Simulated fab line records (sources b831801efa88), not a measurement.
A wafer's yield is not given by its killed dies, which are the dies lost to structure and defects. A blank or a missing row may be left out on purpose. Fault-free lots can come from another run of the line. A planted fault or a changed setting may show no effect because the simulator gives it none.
fab line records	flow sky130
record: lots: 11	wafers: 33	last-day: 50
route steps=708 shown VT_ADJUST_PCH@152 SONOS_ONO@183 GATE_OXIDE@198 PAD_OPEN@708
lots that met no fault: from a run of the same line without faults
start-h: the number of hours between the record's first day and the start of the first shown wafer of the lot	wait-h: hours since the lot's step before	" the same as in the row above	L1.1+2: one row covering several wafers at once	- no value, or no start was given	* or withheld: withheld	< > ~ a bound
route shown NAME@n: a module of which the file shows steps, and the number in the route of the first	usual: mean/standard deviation of fault-free wafers	same: alike in all rows	chamber/n: place in a boat	sites: each site's reading	_std_site: the values' standard deviation	_edge_site: inner sites' mean taken away from outer sites' mean	radius-mm: how far each site lies from the wafer's centre	mask NAME#n: copy n	behind: the tool/chamber that last shaped the wafer	hold: the reason the lot was held/the length of the hold in hours/how it ended	device: which transistor (n, p or np) failed to switch	end of line: at the end of the route, the tests of the same wafers	a step with no rows: only its recipe	killed: at the first sort, the dies lost to defects and structure; wafer yield is something else	map: per-die view of a wafer (x killed, . not killed, _ where there is no die)
set.NAME: the setting the step ran with; set.NAME@STEP: the setting that earlier step ran with	model.NAME: the simulator's own value behind a step, which no gauge read
the route's steps for a sample of lots (tables are steps, rows are wafers)
services: the hour from which a tool's chamber was out of use, counted from the record's first day as start-h (under 0 if before that day), plus the number of hours and why
== steps ==
step: SKY_VT_ADJUST_PCH_STRIP_09
recipe: chemistry: O2/N2	power-w: 1400	pressure-mtorr: 1500	platen-temp-c: withheld	o2-flow-sccm: 3000	n2-flow-sccm: 300	overash-fraction: 0.5
usual: drypump-motor-current-A: 5.8/0.54	n2-flow-sccm: 300.0/0.93	oes-product-au: 0.722/0.0044	strip-time-to-endpoint-s: 36.98/0.11
lot.wafer	tool	chamber	start-h	wait-h	drypump-motor-current-A	n2-flow-sccm	oes-product-au	rf-hours-counter-h	strip-time-to-endpoint-s
L900.1	plasma-asher-01	1	217.50	0.1	5.7	300.8	0.725	54	36.87
L900.3	"	1	"	"	5.7	300.8	0.719	-	36.90
L900.4	"	0	"	"	6.7	298.8	0.720	-	36.78
L902.3	plasma-asher-04	1	229.34	0.1	5.3	300.2	0.716	-	37.07
L902.4	"	0	"	"	5.3	299.2	0.722	-	37.04
L902.6	"	1	"	"	5.3	300.8	0.728	-	37.01
L904.1	plasma-asher-03	1	253.18	0.1	5.3	298.9	0.727	54	36.98
L904.2	"	0	"	"	6.0	298.3	0.721	54	36.87
L904.5	"	0	"	"	6.1	299.1	0.725	-	37.11
L907.1	plasma-asher-01	1	271.48	0.1	5.7	299.4	0.715	59	36.78
L907.3	"	1	"	"	5.7	300.7	0.724	-	36.94
L907.5	"	0	"	"	6.7	300.1	0.716	-	36.87
L908.2	plasma-asher-03	0	277.25	0.1	6.0	300.3	0.724	56	37.12
L908.5	"	1	"	"	5.3	300.5	0.723	-	37.07
L908.6	"	0	"	"	6.0	300.9	0.724	-	37.09
L917.2	plasma-asher-01	0	363.55	0.1	6.7	300.6	0.723	67	36.98
L917.3	"	1	"	"	5.7	300.2	0.722	-	36.94
L917.4	"	0	"	"	6.7	301.5	0.727	-	37.06
L916.1	plasma-asher-04	0	365.50	0.1	5.3	300.1	0.726	56	36.98
L916.3	"	1	"	"	5.3	301.2	0.721	-	36.93
L916.5	"	0	"	"	5.3	299.5	0.724	-	36.89
L918.3	plasma-asher-01	0	380.44	0.1	6.7	300.7	0.721	-	37.05
L918.5	"	0	"	"	6.7	300.7	0.722	-	36.94
L918.6	"	1	"	"	5.7	299.0	0.721	-	36.90
L921.2	plasma-asher-03	1	394.40	0.1	5.3	302.2	0.722	68	37.04
L921.5	"	0	"	"	6.0	298.5	0.723	-	37.02
L921.6	"	1	"	"	5.3	299.0	0.718	-	36.96
L920.1	plasma-asher-03	0	395.25	0.1	6.1	298.4	0.733	68	37.34
L920.2	"	1	"	"	5.3	299.9	0.712	68	37.21
L920.4	"	1	"	"	5.3	299.7	0.730	-	37.15
L922.1	plasma-asher-04	1	398.55	0.1	5.3	301.8	0.729	59	37.13
L922.3	"	0	"	"	5.4	299.5	0.721	-	37.14
L922.5	"	0	"	"	5.3	299.5	0.727	-	37.13
step: SKY_VT_ADJUST_PCH_TW_MEAS_10
usual: VT_ADJUST_PCH_TW: 142.1/1.5
lot.wafer	tool	chamber	start-h	wait-h	VT_ADJUST_PCH_TW
L900.1	film-metro-04	-	217.60	0.1	143.8
L900.3	"	-	"	"	143.4
L900.4	"	-	"	"	143.7
L902.3	film-metro-04	-	229.42	0.1	143.2
L902.4	"	-	"	"	143.0
L902.6	"	-	"	"	142.9
L904.1	film-metro-03	-	253.28	0.1	139.7
L904.2	"	-	"	"	139.9
L904.5	"	-	"	"	139.7
L907.1	film-metro-01	-	271.58	0.1	142.3
L907.3	"	-	"	"	142.1
L907.5	"	-	"	"	142.0
L908.2	film-metro-01	-	277.39	0.1	141.7
L908.5	"	-	"	"	141.7
L908.6	"	-	"	"	141.2
L917.2	film-metro-04	-	363.66	0.1	142.4
L917.3	"	-	"	"	143.0
L917.4	"	-	"	"	143.0
L916.1	film-metro-01	-	365.60	0.1	142.8
L916.3	"	-	"	"	142.6
L916.5	"	-	"	"	142.1
L918.3	film-metro-01	-	380.52	0.1	142.2
L918.5	"	-	"	"	141.6
L918.6	"	-	"	"	142.5
L921.2	film-metro-04	-	394.51	0.1	144.3
L921.5	"	-	"	"	144.1
L921.6	"	-	"	"	144.5
L920.1	film-metro-04	-	395.35	0.1	144.0
L920.2	"	-	"	"	143.7
L920.4	"	-	"	"	143.9
L922.1	film-metro-04	-	398.65	0.1	144.0
L922.3	"	-	"	"	144.1
L922.5	"	-	"	"	144.1
step: SKY_SONOS_ONO_ETCH_15
recipe: target-depth-nm: 19.52	chemistry: CHF3/O2	source-w: 600	bias-w: 200	pressure-mtorr: 40	chf3-flow-sccm: 50	O2_flow_sccm: 5	time-s: 7.8
usual: drypump-motor-current-A: 5.5/0.38	oes-product-au: 0.998/0.013	throttle-valve-pct: 8.825/0.0098
lot.wafer	tool	chamber	start-h	wait-h	drypump-motor-current-A	oes-product-au	rf-hours-counter-h	throttle-valve-pct
L900.1	rie-diel-01	2	272.35	0.0	5.1	0.989	95	8.838
L900.3	"	0	"	"	5.2	0.994	0	8.825
L900.4	"	0	"	"	5.2	0.994	-	8.806
L902.3	rie-diel-04	2	282.32	0.0	5.5	1.003	116	8.811
L902.4	"	0	"	"	5.5	1.011	96	8.822
L902.6	"	1	"	"	6.1	0.996	-	8.809
L904.1	rie-diel-02	0	306.90	0.0	5.3	0.979	103	8.804
L904.2	"	2	"	"	5.8	0.980	10	8.840
L904.5	"	0	"	"	5.3	0.997	-	8.814
L907.1	rie-diel-01	0	330.50	0.0	5.2	0.989	2	8.812
L907.3	"	1	"	"	5.2	1.004	2	8.826
L907.5	"	2	"	"	5.1	0.980	-	8.812
L908.2	rie-diel-02	3	333.96	0.0	5.9	1.007	90	8.829
L908.5	"	3	"	"	6.0	0.993	-	8.819
L908.6	"	2	"	"	5.8	0.991	-	8.827
L917.2	rie-diel-02	2	427.82	0.0	5.8	0.971	12	8.820
L917.3	"	1	"	"	5.2	1.008	47	8.828
L917.4	"	2	"	"	5.8	0.976	-	8.820
L916.1	rie-diel-04	2	428.12	0.0	5.5	1.009	1	8.830
L916.3	"	0	"	"	5.4	1.017	99	8.839
L916.5	"	2	"	"	5.5	1.008	-	8.839
L918.3	rie-diel-02	0	444.92	0.0	5.3	0.983	0	8.830
L918.5	"	0	"	"	5.3	0.976	-	8.824
L918.6	"	1	"	"	5.2	1.009	-	8.815
L921.2	rie-diel-01	2	459.60	0.0	5.1	0.995	99	8.822
L921.5	"	0	"	"	5.1	0.987	-	8.824
L921.6	"	1	"	"	5.3	0.997	-	8.830
L920.1	rie-diel-01	3	465.05	0.0	6.0	0.996	8	8.812
L920.2	"	0	"	"	5.1	0.990	5	8.816
L920.4	"	2	"	"	5.1	0.998	99	8.833
L922.1	rie-diel-01	3	467.10	0.0	6.0	0.997	8	8.830
L922.3	"	2	"	"	5.1	0.987	99	8.831
L922.5	"	1	"	"	5.2	1.005	-	8.823
step: SKY_GATE_OXIDE_IMPLANT_11
recipe: species: B	energy-kev: 10	dose-cm2: 2.6e+12	tilt-deg: withheld
usual: beam-on-s: 10.00/0.21	dose-ions-cm2: 2.5998e+12/2.9e+09	faraday-current-uA: 14.7/0.31
lot.wafer	tool	chamber	start-h	wait-h	beam-on-s	dose-ions-cm2	faraday-current-uA
L900.1	implanter-02	0	299.55	0.0	10.49	2.5958e+12	14.0
L900.3	"	0	"	"	10.34	2.5951e+12	14.1
L900.4	"	0	"	"	9.81	2.5957e+12	14.8
L902.3	implanter-02	0	309.85	0.1	10.07	2.599e+12	14.6
L902.4	"	0	"	"	10.39	2.599e+12	14.1
L902.6	"	0	"	"	9.54	2.6021e+12	15.4
L904.1	implanter-03	0	335.94	0.0	9.85	2.6014e+12	14.9
L904.2	"	0	"	"	9.73	2.5975e+12	15.0
L904.5	"	0	"	"	9.76	2.5991e+12	15.1
L907.1	implanter-04	0	359.70	0.0	10.10	2.5958e+12	14.5
L907.3	"	0	"	"	9.66	2.6013e+12	15.1
L907.5	"	0	"	"	9.87	2.603e+12	14.9
L908.2	implanter-04	0	363.08	0.0	9.98	2.6042e+12	14.7
L908.5	"	0	"	"	10.06	2.6053e+12	14.6
L908.6	"	0	"	"	10.02	2.6059e+12	14.7
L917.2	implanter-04	0	462.83	0.0	10.15	1.2007e+13	67.0
L917.3	"	0	"	"	10.05	1.201e+13	67.4
L917.4	"	0	"	"	10.42	1.201e+13	65.1
L916.1	implanter-03	0	463.10	0.0	10.67	2.5988e+12	13.8
L916.3	"	0	"	"	9.82	2.597e+12	14.9
L916.5	"	0	"	"	10.04	2.5963e+12	14.6
L918.3	implanter-04	0	477.48	0.1	9.81	1.2012e+13	69.1
L918.5	"	0	"	"	9.73	1.2012e+13	69.8
L918.6	"	0	"	"	10.16	1.2009e+13	66.5
L921.2	implanter-02	0	492.23	0.0	10.22	2.5958e+12	14.4
L921.5	"	0	"	"	10.16	2.5992e+12	14.4
L921.6	"	0	"	"	10.09	2.6019e+12	14.5
L920.1	implanter-03	0	497.20	0.0	10.18	2.5949e+12	14.4
L920.2	"	0	"	"	9.93	2.6007e+12	14.7
L920.4	"	0	"	"	9.76	2.5975e+12	15.0
L922.1	implanter-02	0	499.40	0.0	9.64	2.5955e+12	15.2
L922.3	"	0	"	"	9.67	2.5986e+12	15.1
L922.5	"	0	"	"	9.91	2.6024e+12	14.8
step: SKY_GATE_OXIDE_TW_MEAS_14
usual: GATE_OXIDE_TW: 222/3.2
lot.wafer	tool	chamber	start-h	wait-h	hold	GATE_OXIDE_TW
L900.1	film-metro-02	-	299.90	0.1	-	226
L900.3	"	-	"	"	-	225
L900.4	"	-	"	"	-	225
L902.3	film-metro-04	-	310.17	0.1	-	227
L902.4	"	-	"	"	-	226
L902.6	"	-	"	"	-	226
L904.1	film-metro-04	-	336.29	0.1	-	226
L904.2	"	-	"	"	-	226
L904.5	"	-	"	"	-	227
L907.1	film-metro-03	-	360.05	0.1	-	220
L907.3	"	-	"	"	-	219
L907.5	"	-	"	"	-	220
L908.2	film-metro-03	-	363.41	0.1	-	219
L908.5	"	-	"	"	-	219
L908.6	"	-	"	"	-	220
L917.2	film-metro-02	-	463.16	0.1	await-dispo/0.2h/release	356
L917.3	"	-	"	"	await-dispo/0.2h/release	356
L917.4	"	-	"	"	await-dispo/0.2h/release	356
L917.2	film-metro-02	-	463.39	0.2	-	357
L917.3	"	-	"	"	-	356
L917.4	"	-	"	"	-	356
L916.1	film-metro-03	-	463.45	0.1	-	220
L916.3	"	-	"	"	-	218
L916.5	"	-	"	"	-	219
L918.3	film-metro-03	-	477.81	0.1	await-dispo/0.2h/release	342
L918.5	"	-	"	"	await-dispo/0.2h/release	341
L918.6	"	-	"	"	await-dispo/0.2h/release	342
L918.3	film-metro-03	-	478.04	0.2	-	342
L918.5	"	-	"	"	-	342
L918.6	"	-	"	"	-	341
L921.2	film-metro-03	-	492.56	0.1	-	220
L921.5	"	-	"	"	-	219
L921.6	"	-	"	"	-	220
L920.1	film-metro-03	-	497.55	0.1	-	220
L920.2	"	-	"	"	-	219
L920.4	"	-	"	"	-	219
L922.1	film-metro-03	-	499.75	0.1	-	219
L922.3	"	-	"	"	-	220
L922.5	"	-	"	"	-	219
step: SKY_PAD_OPEN_PROBE_99
usual: killed_at_M0_to_M3: 44/7.2	killed_at_M4_up: 3.1/1.7	killed-at-contacts: 24/5.2	killed-at-front-end: 15/4.1	killed-at-other: 0.3/0.61	killed-dies: 87/10	killed-on-rim: 17/3.8	killed-open: 48/7.5	killed-short: 39/6.6
same: gross-dies: 492	killed-at-back-side: 0
lot.wafer	tool	chamber	start-h	wait-h	hold	killed_at_M0_to_M3	killed_at_M4_up	killed-at-contacts	killed-at-front-end	killed-at-other	killed-dies	killed-on-rim	killed-open	killed-short
L900.1	prober-01	-	1063.96	0.1	-	50	1	27	13	0	91	14	44	47
L900.3	prober-01	-	1064.06	0.2	-	54	6	28	14	0	102	23	65	36
L900.4	prober-01	-	1064.11	0.2	-	52	3	24	13	2	94	26	45	49
L902.3	prober-02	-	1072.14	0.2	-	43	4	24	16	0	87	8	55	32
L902.4	prober-02	-	1072.19	0.2	-	43	3	26	18	0	90	16	41	49
L902.6	prober-02	-	1072.29	0.2	-	40	1	17	21	0	79	22	39	40
L904.1	prober-01	-	1096.37	0.1	-	41	5	18	18	0	82	17	37	45
L904.2	prober-01	-	1096.42	0.1	-	42	4	14	20	0	80	21	39	40
L904.5	prober-01	-	1096.57	0.2	-	39	6	17	16	0	78	16	37	41
L907.1	prober-02	-	1114.74	0.1	-	39	2	16	13	0	70	13	33	37
L907.3	prober-02	-	1114.84	0.2	-	55	3	25	18	0	101	24	49	52
L907.5	prober-02	-	1114.94	0.2	-	47	2	18	20	0	87	17	51	36
L908.2	prober-01	-	1115.94	0.1	-	39	4	20	19	0	82	16	49	33
L908.5	prober-01	-	1116.09	0.2	-	50	2	23	18	0	93	17	50	43
L908.6	prober-01	-	1116.14	0.2	-	50	1	18	12	0	81	13	45	36
L916.1	prober-01	-	1172.97	0.1	-	45	2	27	14	0	88	17	47	41
L916.3	prober-01	-	1173.07	0.2	-	41	1	30	12	0	84	19	41	41
L916.5	prober-01	-	1173.17	0.2	-	40	1	19	11	0	71	15	39	32
L917.2	prober-02	-	1179.17	0.1	await-dispo/2.3h/release	38	4	17	15	0	74	15	41	33
L917.3	prober-02	-	1179.22	0.2	await-dispo/2.3h/release	36	4	31	14	0	85	13	42	43
L917.4	prober-02	-	1179.27	0.2	await-dispo/2.3h/release	42	4	24	11	0	81	19	48	33
L918.3	prober-01	-	1182.80	0.2	await-dispo/2.0h/release	57	5	15	10	0	87	22	50	36
L918.5	prober-01	-	1182.90	0.2	await-dispo/2.0h/release	44	5	27	17	0	93	15	52	40
L918.6	prober-01	-	1182.95	0.2	await-dispo/2.0h/release	46	8	24	12	0	90	19	43	45
L921.2	prober-01	-	1196.14	0.1	-	65	3	25	17	1	111	21	54	57
L921.5	prober-01	-	1196.29	0.2	-	37	7	23	23	0	90	18	52	38
L921.6	prober-01	-	1196.34	0.2	-	46	1	30	16	0	93	14	54	39
L920.1	prober-02	-	1196.74	0.1	-	58	4	23	11	0	96	14	61	35
L920.2	prober-02	-	1196.79	0.1	-	46	4	18	17	0	85	19	46	39
L920.4	prober-02	-	1196.89	0.2	-	42	3	28	8	0	81	16	54	27
L922.1	prober-01	-	1197.59	0.1	-	41	3	27	14	2	87	20	44	41
L922.3	prober-01	-	1197.69	0.2	-	40	4	26	17	2	89	21	44	44
L922.5	prober-01	-	1197.79	0.2	-	41	6	26	19	0	92	15	44	48
killed by level:class
L900.1 METAL2:geometric-particle:short=12 CONTACT:geometric-particle:open=11 METAL1:geometric-particle:short=8 VIA2:geometric-particle:open=8 VIA1:geometric-particle:open=7 LI_CONTACT:geometric-particle:open=5 LOCAL_INTERCONNECT:geometric-particle:short=5 CONTACT:geometric-particle:short=5
L900.3 VIA1:geometric-particle:open=15 VIA2:geometric-particle:open=13 CONTACT:geometric-particle:open=12 VIA3:geometric-particle:open=7 FIELD_ISO:geometric-particle:short=6 LI_CONTACT:geometric-particle:open=5 METAL2:geometric-particle:short=5 POLY_GATE:geometric-particle:short=4
L900.4 CONTACT:geometric-particle:open=12 VIA1:geometric-particle:open=10 METAL2:geometric-particle:short=9 METAL1:geometric-particle:short=8 VIA2:geometric-particle:short=8 VIA3:geometric-particle:open=6 CONTACT:geometric-particle:short=5 FIELD_ISO:geometric-particle:open=4
L902.3 VIA1:geometric-particle:open=13 VIA2:geometric-particle:open=8 CONTACT:geometric-particle:open=8 LI_CONTACT:geometric-particle:open=6 FIELD_ISO:geometric-particle:short=5 FIELD_ISO:geometric-particle:open=5 CONTACT:geometric-particle:short=4 VIA1:geometric-particle:short=4
L902.4 CONTACT:geometric-particle:open=9 VIA1:geometric-particle:open=7 VIA1:geometric-particle:short=7 FIELD_ISO:geometric-particle:short=6 VIA3:geometric-particle:open=6 METAL2:geometric-particle:short=6 VIA2:geometric-particle:short=5 POLY_GATE:geometric-particle:short=4
L902.6 VIA1:geometric-particle:open=11 VIA1:geometric-particle:short=10 FIELD_ISO:geometric-particle:short=8 CONTACT:geometric-particle:open=6 VIA2:geometric-particle:open=5 FIELD_ISO:geometric-particle:open=4 POLY_GATE:geometric-particle:open=4 LOCAL_INTERCONNECT:geometric-particle:short=4
L904.1 CONTACT:geometric-particle:short=8 VIA3:geometric-particle:open=8 METAL2:geometric-particle:short=7 POLY_GATE:geometric-particle:short=6 POLY_GATE:geometric-particle:open=6 VIA1:geometric-particle:open=6 VIA2:geometric-particle:open=5 FIELD_ISO:geometric-particle:short=4
L904.2 VIA1:geometric-particle:open=14 FIELD_ISO:geometric-particle:open=6 METAL3:geometric-particle:short=5 VIA3:geometric-particle:open=5 FIELD_ISO:geometric-particle:short=4 POLY_GATE:geometric-particle:open=4 POLY_GATE:geometric-particle:short=4 LOCAL_INTERCONNECT:geometric-particle:short=4
L904.5 VIA1:geometric-particle:open=9 VIA1:geometric-particle:short=6 METAL2:geometric-particle:short=6 POLY_GATE:geometric-particle:open=5 LOCAL_INTERCONNECT:geometric-particle:short=5 CONTACT:geometric-particle:open=4 VIA2:geometric-particle:open=4 METAL3:geometric-particle:short=4
L907.1 VIA1:geometric-particle:open=13 METAL1:geometric-particle:short=9 CONTACT:geometric-particle:open=7 METAL2:geometric-particle:short=7 FIELD_ISO:geometric-particle:short=6 LI_CONTACT:geometric-particle:open=4 FIELD_ISO:geometric-particle:open=3 POLY_GATE:geometric-particle:short=2
L907.3 CONTACT:geometric-particle:open=14 VIA1:geometric-particle:open=10 VIA2:geometric-particle:short=9 VIA2:geometric-particle:open=6 VIA1:geometric-particle:short=6 METAL2:geometric-particle:short=5 METAL3:geometric-particle:short=5 FIELD_ISO:geometric-particle:short=4
L907.5 VIA3:geometric-particle:open=8 VIA2:geometric-particle:open=8 VIA1:geometric-particle:open=7 POLY_GATE:geometric-particle:short=6 CONTACT:geometric-particle:open=6 FIELD_ISO:geometric-particle:open=5 POLY_GATE:geometric-particle:open=5 METAL1:geometric-particle:short=5
L908.2 VIA2:geometric-particle:open=10 VIA1:geometric-particle:open=8 CONTACT:geometric-particle:open=7 FIELD_ISO:geometric-particle:short=6 LI_CONTACT:geometric-particle:open=6 VIA3:geometric-particle:open=6 METAL2:geometric-particle:short=4 FIELD_ISO:geometric-particle:open=3
L908.5 VIA1:geometric-particle:open=14 CONTACT:geometric-particle:open=11 CONTACT:geometric-particle:short=7 VIA3:geometric-particle:open=7 METAL3:geometric-particle:short=7 FIELD_ISO:geometric-particle:open=6 FIELD_ISO:geometric-particle:short=5 POLY_GATE:geometric-particle:short=5
L908.6 VIA1:geometric-particle:open=13 CONTACT:geometric-particle:open=9 METAL3:geometric-particle:short=7 VIA3:geometric-particle:short=6 VIA2:geometric-particle:open=6 LI_CONTACT:geometric-particle:open=4 METAL1:geometric-particle:short=4 VIA3:geometric-particle:open=4
L916.1 CONTACT:geometric-particle:open=9 METAL1:geometric-particle:short=9 CONTACT:geometric-particle:short=8 VIA1:geometric-particle:open=8 VIA3:geometric-particle:open=7 LI_CONTACT:geometric-particle:open=6 VIA1:geometric-particle:short=6 POLY_GATE:geometric-particle:short=4
L916.3 CONTACT:geometric-particle:open=10 LI_CONTACT:geometric-particle:open=8 VIA1:geometric-particle:open=8 LOCAL_INTERCONNECT:geometric-particle:short=7 VIA1:geometric-particle:short=7 METAL1:geometric-particle:short=6 POLY_GATE:geometric-particle:open=4 METAL2:geometric-particle:short=4
L916.5 VIA1:geometric-particle:open=15 LI_CONTACT:geometric-particle:open=6 METAL1:geometric-particle:short=6 CONTACT:geometric-particle:open=5 VIA1:geometric-particle:short=5 VIA2:geometric-particle:open=5 POLY_GATE:geometric-particle:short=4 CONTACT:geometric-particle:short=3
L917.2 VIA1:geometric-particle:open=8 VIA2:geometric-particle:open=8 LI_CONTACT:geometric-particle:open=7 VIA3:geometric-particle:open=6 LI_CONTACT:geometric-particle:short=5 POLY_GATE:geometric-particle:short=4 FIELD_ISO:geometric-particle:short=3 POLY_GATE:geometric-particle:open=3
L917.3 CONTACT:geometric-particle:open=11 VIA1:geometric-particle:open=9 METAL1:geometric-particle:short=8 LI_CONTACT:geometric-particle:open=6 LI_CONTACT:geometric-particle:short=5 LOCAL_INTERCONNECT:geometric-particle:short=5 METAL2:geometric-particle:short=5 METAL4:geometric-particle:short=4
L917.4 CONTACT:geometric-particle:open=12 VIA2:geometric-particle:open=7 VIA1:geometric-particle:open=7 FIELD_ISO:geometric-particle:short=5 METAL3:geometric-particle:short=5 VIA3:geometric-particle:open=5 METAL2:geometric-particle:open=5 METAL2:geometric-particle:short=5
L918.3 VIA1:geometric-particle:open=12 METAL2:geometric-particle:short=9 METAL1:geometric-particle:short=8 VIA3:geometric-particle:open=7 CONTACT:geometric-particle:open=5 METAL2:geometric-particle:open=5 LI_CONTACT:geometric-particle:open=4 VIA1:geometric-particle:short=4
L918.5 CONTACT:geometric-particle:open=11 VIA1:geometric-particle:open=10 METAL2:geometric-particle:short=8 VIA3:geometric-particle:open=8 VIA2:geometric-particle:open=7 LI_CONTACT:geometric-particle:open=6 LI_CONTACT:geometric-particle:short=5 METAL4:geometric-particle:short=5
L918.6 CONTACT:geometric-particle:open=10 METAL2:geometric-particle:short=8 VIA1:geometric-particle:open=7 VIA2:geometric-particle:open=6 METAL3:geometric-particle:short=5 VIA3:geometric-particle:open=5 CONTACT:geometric-particle:short=4 METAL1:geometric-particle:short=4
L921.2 VIA1:geometric-particle:open=11 VIA2:geometric-particle:open=10 METAL1:geometric-particle:short=9 VIA1:geometric-particle:short=9 LOCAL_INTERCONNECT:geometric-particle:short=8 VIA3:geometric-particle:open=8 CONTACT:geometric-particle:open=7 POLY_GATE:geometric-particle:open=5
L921.5 VIA1:geometric-particle:open=12 CONTACT:geometric-particle:open=9 POLY_GATE:geometric-particle:open=7 FIELD_ISO:geometric-particle:open=6 METAL4:geometric-particle:short=6 FIELD_ISO:geometric-particle:short=5 LI_CONTACT:geometric-particle:open=5 LOCAL_INTERCONNECT:geometric-particle:short=5
L921.6 VIA1:geometric-particle:open=12 CONTACT:geometric-particle:short=10 VIA2:geometric-particle:open=9 POLY_GATE:geometric-particle:open=6 CONTACT:geometric-particle:open=6 LI_CONTACT:geometric-particle:open=6 FIELD_ISO:geometric-particle:open=5 LOCAL_INTERCONNECT:geometric-particle:short=5
L920.1 VIA1:geometric-particle:open=15 CONTACT:geometric-particle:open=12 VIA3:geometric-particle:open=10 VIA2:geometric-particle:open=8 LI_CONTACT:geometric-particle:open=5 METAL1:geometric-particle:short=5 VIA2:geometric-particle:short=5 FIELD_ISO:geometric-particle:open=3
L920.2 VIA1:geometric-particle:open=12 VIA2:geometric-particle:open=8 CONTACT:geometric-particle:open=5 FIELD_ISO:geometric-particle:open=4 POLY_GATE:geometric-particle:open=4 LI_CONTACT:geometric-particle:open=4 CONTACT:geometric-particle:short=4 METAL1:geometric-particle:short=4
L920.4 CONTACT:geometric-particle:open=12 VIA1:geometric-particle:open=10 VIA2:geometric-particle:open=10 LI_CONTACT:geometric-particle:open=9 VIA1:geometric-particle:short=7 METAL2:geometric-particle:open=4 METAL1:geometric-particle:short=4 FIELD_ISO:geometric-particle:open=3
L922.1 VIA1:geometric-particle:open=13 LI_CONTACT:geometric-particle:open=9 CONTACT:geometric-particle:open=8 METAL2:geometric-particle:short=7 FIELD_ISO:geometric-particle:short=6 LOCAL_INTERCONNECT:geometric-particle:short=5 VIA2:geometric-particle:open=5 LI_CONTACT:geometric-particle:short=4
L922.3 METAL1:geometric-particle:short=10 VIA1:geometric-particle:open=10 CONTACT:geometric-particle:open=9 POLY_GATE:geometric-particle:open=6 LI_CONTACT:geometric-particle:open=5 CONTACT:geometric-particle:short=5 METAL2:geometric-particle:short=4 VIA2:geometric-particle:open=4
L922.5 CONTACT:geometric-particle:open=12 VIA1:geometric-particle:open=8 FIELD_ISO:geometric-particle:short=7 METAL2:geometric-particle:short=7 FIELD_ISO:geometric-particle:open=6 CONTACT:geometric-particle:short=6 METAL1:geometric-particle:short=6 METAL4:geometric-particle:short=5
== services ==
tool	chamber	start-h	hours	kind
plasma-asher-01	-	194.69	4.2	repair
rie-diel-01	0	200.11	2.5	repair
plasma-asher-03	-	210.66	1.0	repair
implanter-02	-	217.64	3.0	repair
implanter-02	-	227.27	2.7	pm
implanter-04	-	232.38	6.7	repair
plasma-asher-03	-	236.07	2.6	repair
rie-diel-01	1	266.80	29.4	repair
rie-diel-01	3	312.09	5.3	repair
rie-diel-02	-	315.82	2.8	pm
rie-diel-02	-	318.57	14.6	pm
implanter-04	-	319.58	7.7	pm
implanter-02	-	326.69	3.4	repair
rie-diel-02	2	334.31	3.6	repair
implanter-04	-	335.49	0.9	repair
plasma-asher-01	-	337.57	2.8	pm
implanter-02	-	346.72	1.6	repair
rie-diel-01	3	366.54	9.3	repair
implanter-04	-	374.63	12.0	repair
implanter-02	-	390.75	0.9	repair
implanter-04	-	395.24	1.2	repair
plasma-asher-03	-	421.25	9.0	pm
implanter-04	-	426.68	3.9	repair
rie-diel-01	3	483.23	24.2	repair
== key ==
first-sign: step: SKY_GATE_OXIDE_IMPLANT_11	reading: dose-ions-cm2	direction: up	sigmas: 99+	usual: *	struck: *
effect: step: SKY_GATE_OXIDE_IMPLANT_11	reading: faraday-current-uA	direction: up	sigmas: 99+	usual: 14.7	struck: 67.5
effect: step: SKY_GATE_OXIDE_TW_MEAS_14	reading: visit	direction: added
effect: step: SKY_GATE_OXIDE_TW_MEAS_14	reading: GATE_OXIDE_TW	direction: up	sigmas: 40	usual: 222	struck: 349
effect: step: SKY_PAD_OPEN_PROBE_99	reading: hold	direction: added
met-at SKY_GATE_OXIDE_IMPLANT_11
struck-lots L917,L918
tester-left-out L917,L918
not-acting-at SKY_VT_ADJUST_PCH_STRIP_09,SKY_VT_ADJUST_PCH_TW_MEAS_10,SKY_SONOS_ONO_ETCH_15
onset-between 363.08 462.83
fault: kind: process-parameter-drift	tool: implanter-04	chamber: -	onset-h: 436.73	steps: SKY_GATE_OXIDE_IMPLANT_11	channel: dose-cm2	offset: *	shape: step	end-h: 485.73	acts-in: *	stated: *
tester-left-out: of these lots the tester's yield and bins aren't shown, on N5 and GAA mostly nor the transistor test; their killed dies are dies lost to structure and defects alone, not to doping, threshold or leakage, so they don't give the yield
